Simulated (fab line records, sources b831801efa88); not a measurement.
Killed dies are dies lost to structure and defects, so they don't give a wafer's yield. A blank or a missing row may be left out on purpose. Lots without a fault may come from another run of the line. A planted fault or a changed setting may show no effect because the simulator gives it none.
Chamber matching | flow sky130 | SKY_VIA4_CMP_02 on cmp-02: 4 sister chambers
The step polishes SiO2. 18 wafers are shown with their chamber, then 9 later ones without.

WAFERS WITH THEIR CHAMBER
wafer  | chamber | motor_current_A (A) | slurry_flow_ml_min
L075.2 | 0       | 11.5                | 149.7
L075.3 | 3       | 12.7                | 150.0
L075.6 | 1       | 13.4                | 149.8
L076.1 | 1       | 13.6                | 149.9
L076.3 | 2       | 11.5                | 150.5
L076.4 | 0       | 11.7                | 149.7
L079.3 | 3       | 12.0                | 150.7
L079.4 | 1       | 14.0                | 150.4
L079.6 | 0       | 12.0                | 150.9
L080.1 | 2       | 11.4                | 150.6
L080.4 | 1       | 12.9                | 150.3
L080.5 | 1       | 13.5                | 149.9
L085.1 | 1       | 13.6                | 149.7
L085.5 | 0       | 10.9                | 149.7
L085.6 | 3       | 11.6                | 150.0
L087.1 | 1       | 13.6                | 150.4
L087.5 | 2       | 11.9                | 149.8
L087.6 | 3       | 12.7                | 149.7

SIGNATURES (means of the wafers above)
reading            | chamber 0 | chamber 1 | chamber 2 | chamber 3 | scatter within a chamber
motor_current_A    | 11.525    | 13.514    | 11.600    | 12.250    | 0.408
slurry_flow_ml_min | 150.000   | 150.057   | 150.300   | 150.100   | 0.426
Rule: a wafer's distance from a chamber is the root of the sum, over the readings, of the square of ((its reading less the chamber's mean) divided by the reading's scatter). The wafer belongs to the nearest chamber; if the next one is less than 2 further off, it can't be placed. The scatter: the root of (the sum of the squares of (reading less its chamber's mean) over the shown wafers, divided by (wafers less chambers)).

WAFERS WITHOUT THEIR CHAMBER
wafer  | motor_current_A (A) | slurry_flow_ml_min
L092.3 | 12.2                | 149.9
L092.5 | 12.0                | 150.6
L092.6 | 12.9                | 149.4
L095.3 | 11.4                | 150.4
L095.5 | 13.4                | 150.1
L095.6 | 11.5                | 150.4
L096.1 | 11.7                | 150.0
L096.3 | 12.5                | 149.9
L096.4 | 13.5                | 149.7

WHICH CHAMBER EACH WENT THROUGH
wafer  | from the rows above               | in truth
L092.3 | can't be placed: 3 or 0 or 2      | 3
L092.5 | can't be placed: 2 or 3 or 0      | 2
L092.6 | can't be placed: 1 or 3 or 0 or 2 | 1
L095.3 | can't be placed: 2 or 0 or 3      | 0
L095.5 | 1                                 | 1
L095.6 | can't be placed: 2 or 0 or 3      | 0
L096.1 | can't be placed: 0 or 2 or 3      | 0
L096.3 | can't be placed: 3 or 2 or 0 or 1 | 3
L096.4 | 1                                 | 1
Placed correctly: 2 of 9. Can't be placed from these rows: 7 (the true chamber is among the candidates in 7). Placed wrongly: 0.
